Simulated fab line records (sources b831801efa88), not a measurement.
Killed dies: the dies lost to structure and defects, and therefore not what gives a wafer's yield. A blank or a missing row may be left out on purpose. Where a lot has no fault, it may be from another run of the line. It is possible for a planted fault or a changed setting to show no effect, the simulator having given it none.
Tool commonality check :: flow gf180mcu :: 14 lots and 42 wafers in the sample

== WHY THIS WAS OPENED ==
Of 14 lots, 3 have the reading NWELL_RS flagged at GF_VT_IMPLANT_RS_MEAS_47. Fault-free wafers read 487.7 ohm/sq, with a standard deviation of 1.3.
Rule: a lot gets a flag if all its wafers with a number sit over 4 standard deviations from that mean, or if no wafer of it has a number. All remaining lots are regarded as sound.

lot: L737
measured: day 7 15:56
on: film-metro-02
NWELL_RS (ohm/sq), wafer by wafer: 485.9 486.6 486.7
flag: 

lot: L738
measured: day 7 20:24
on: film-metro-02
NWELL_RS (ohm/sq), wafer by wafer: 487.0 486.1 486.1
flag: 

lot: L739
measured: day 8 05:05
on: film-metro-02
NWELL_RS (ohm/sq), wafer by wafer: 485.0 486.2 487.1
flag: 

lot: L740
measured: day 8 10:41
on: film-metro-04
NWELL_RS (ohm/sq), wafer by wafer: 472.8 473.6 474.0
flag: FLAGGED

lot: L742
measured: day 9 03:16
on: film-metro-04
NWELL_RS (ohm/sq), wafer by wafer: 474.5 472.7 476.1
flag: FLAGGED

lot: L743
measured: day 9 05:34
on: film-metro-04
NWELL_RS (ohm/sq), wafer by wafer: 474.4 474.7 474.9
flag: FLAGGED

lot: L749
measured: day 11 00:44
on: film-metro-01
NWELL_RS (ohm/sq), wafer by wafer: 487.1 487.4 488.7
flag: 

lot: L751
measured: day 11 12:49
on: film-metro-04
NWELL_RS (ohm/sq), wafer by wafer: 487.5 486.8 487.9
flag: 

lot: L752
measured: day 11 21:42
on: film-metro-04
NWELL_RS (ohm/sq), wafer by wafer: 487.0 487.6 486.7
flag: 

lot: L753
measured: day 12 03:38
on: film-metro-02
NWELL_RS (ohm/sq), wafer by wafer: 487.0 487.4 486.4
flag: 

lot: L756
measured: day 12 23:36
on: film-metro-04
NWELL_RS (ohm/sq), wafer by wafer: 489.0 489.3 489.0
flag: 

lot: L758
measured: day 13 12:51
on: film-metro-04
NWELL_RS (ohm/sq), wafer by wafer: 487.0 487.8 487.1
flag: 

lot: L759
measured: day 13 16:46
on: film-metro-02
NWELL_RS (ohm/sq), wafer by wafer: 488.9 486.9 486.8
flag: 

lot: L760
measured: day 13 23:40
on: film-metro-04
NWELL_RS (ohm/sq), wafer by wafer: 488.7 490.9 488.4
flag: 
On average the flagged lots' numbers are 474.2 ohm/sq, which is -13.5 ohm/sq against the usual, or -10 standard deviations.

== WHICH TOOL RAN EACH LOT ==
The record holds 2 process steps before the reading, out of a route of 602 steps. Read each cell as the tool, then ch plus the chambers that the sampled wafers visited, then the start.
lot: L737
flag: 
GF_NWELL_IMPLANT_09: implanter-02 ch 0, day 3 08:58
GF_VT_IMPLANT_RTA_45: rtp-anneal-01 ch 0, day 7 15:43

lot: L738
flag: 
GF_NWELL_IMPLANT_09: implanter-02 ch 0, day 3 13:04
GF_VT_IMPLANT_RTA_45: rtp-anneal-01 ch 0, day 7 20:11

lot: L739
flag: 
GF_NWELL_IMPLANT_09: implanter-04 ch 0, day 3 20:40
GF_VT_IMPLANT_RTA_45: rtp-anneal-01 ch 0, day 8 04:50

lot: L740
flag: FLAGGED
GF_NWELL_IMPLANT_09: implanter-02 ch 0, day 4 00:37
GF_VT_IMPLANT_RTA_45: rtp-anneal-02 ch 0, day 8 10:28

lot: L742
flag: FLAGGED
GF_NWELL_IMPLANT_09: implanter-02 ch 0, day 4 12:28
GF_VT_IMPLANT_RTA_45: rtp-anneal-02 ch 0, day 9 03:03

lot: L743
flag: FLAGGED
GF_NWELL_IMPLANT_09: implanter-02 ch 0, day 4 15:20
GF_VT_IMPLANT_RTA_45: rtp-anneal-01 ch 0, day 9 05:21

lot: L749
flag: 
GF_NWELL_IMPLANT_09: implanter-03 ch 0, day 6 00:20
GF_VT_IMPLANT_RTA_45: rtp-anneal-02 ch 0, day 11 00:31

lot: L751
flag: 
GF_NWELL_IMPLANT_09: implanter-03 ch 0, day 6 13:08
GF_VT_IMPLANT_RTA_45: rtp-anneal-01 ch 0, day 11 12:35

lot: L752
flag: 
GF_NWELL_IMPLANT_09: implanter-04 ch 0, day 6 19:23
GF_VT_IMPLANT_RTA_45: rtp-anneal-02 ch 0, day 11 21:29

lot: L753
flag: 
GF_NWELL_IMPLANT_09: implanter-03 ch 0, day 6 23:36
GF_VT_IMPLANT_RTA_45: rtp-anneal-02 ch 0, day 12 03:25

lot: L756
flag: 
GF_NWELL_IMPLANT_09: implanter-03 ch 0, day 7 16:51
GF_VT_IMPLANT_RTA_45: rtp-anneal-01 ch 0, day 12 23:23

lot: L758
flag: 
GF_NWELL_IMPLANT_09: implanter-04 ch 0, day 8 02:58
GF_VT_IMPLANT_RTA_45: rtp-anneal-01 ch 0, day 13 12:38

lot: L759
flag: 
GF_NWELL_IMPLANT_09: implanter-02 ch 0, day 8 08:22
GF_VT_IMPLANT_RTA_45: rtp-anneal-02 ch 0, day 13 16:32

lot: L760
flag: 
GF_NWELL_IMPLANT_09: implanter-02 ch 0, day 8 13:05
GF_VT_IMPLANT_RTA_45: rtp-anneal-01 ch 0, day 13 23:26
What is done by these steps:
- GF_NWELL_IMPLANT_09
- GF_VT_IMPLANT_RTA_45: time 30 s.
- GF_VT_IMPLANT_RS_MEAS_47: measures by four-point-probe.

== FLAGGED AGAINST TOTAL, ONE TOOL AT A TIME (gauges that did the reading follow at the end) ==
step: GF_NWELL_IMPLANT_09
tool: implanter-02
lots run: 7
flagged: 3
share of the flagged lots: all
sound lots run after its first flagged lot: 2 (L759,L760)

step: GF_NWELL_IMPLANT_09
tool: implanter-03
lots run: 4
flagged: 0
share of the flagged lots: none
sound lots run after its first flagged lot: -

step: GF_NWELL_IMPLANT_09
tool: implanter-04
lots run: 3
flagged: 0
share of the flagged lots: none
sound lots run after its first flagged lot: -

step: GF_VT_IMPLANT_RTA_45
tool: rtp-anneal-01
lots run: 8
flagged: 1
share of the flagged lots: some
sound lots run after its first flagged lot: 4 (L751,L756,L758,L760)

step: GF_VT_IMPLANT_RTA_45
tool: rtp-anneal-02
lots run: 6
flagged: 2
share of the flagged lots: some
sound lots run after its first flagged lot: 4 (L749,L752,L753,L759)

step: GF_VT_IMPLANT_RS_MEAS_47
tool: film-metro-01
lots run: 1
flagged: 0
share of the flagged lots: none
sound lots run after its first flagged lot: -

step: GF_VT_IMPLANT_RS_MEAS_47
tool: film-metro-02
lots run: 5
flagged: 0
share of the flagged lots: none
sound lots run after its first flagged lot: -

step: GF_VT_IMPLANT_RS_MEAS_47
tool: film-metro-04
lots run: 8
flagged: 3
share of the flagged lots: all
sound lots run after its first flagged lot: 5 (L751,L752,L756,L758,L760)

== THE TABLE: WHAT IT ALLOWS ==
In 2 table rows, all flagged lots were run: implanter-02 (GF_NWELL_IMPLANT_09), film-metro-04 (GF_VT_IMPLANT_RS_MEAS_47).
- implanter-02 at GF_NWELL_IMPLANT_09: 3 of its 7 lots flagged. After the first flagged lot (L759, L760), sound lots still ran on it; a lasting fault on the whole tool would not permit that. Its own readings lie more than 4 standard deviations out on every wafer of the flagged lots: dose-ions-cm2, faraday-current-uA.
- film-metro-04 at GF_VT_IMPLANT_RS_MEAS_47: 3 of its 8 lots flagged. After the first flagged lot (L751, L752, L756, L758, L760), sound lots still ran on it; a lasting fault on the whole tool would not permit that.
There is no row in the table that ran each flagged lot and no sound lot after the first.

== WHAT THE SIMULATOR HAD PUT IN ==
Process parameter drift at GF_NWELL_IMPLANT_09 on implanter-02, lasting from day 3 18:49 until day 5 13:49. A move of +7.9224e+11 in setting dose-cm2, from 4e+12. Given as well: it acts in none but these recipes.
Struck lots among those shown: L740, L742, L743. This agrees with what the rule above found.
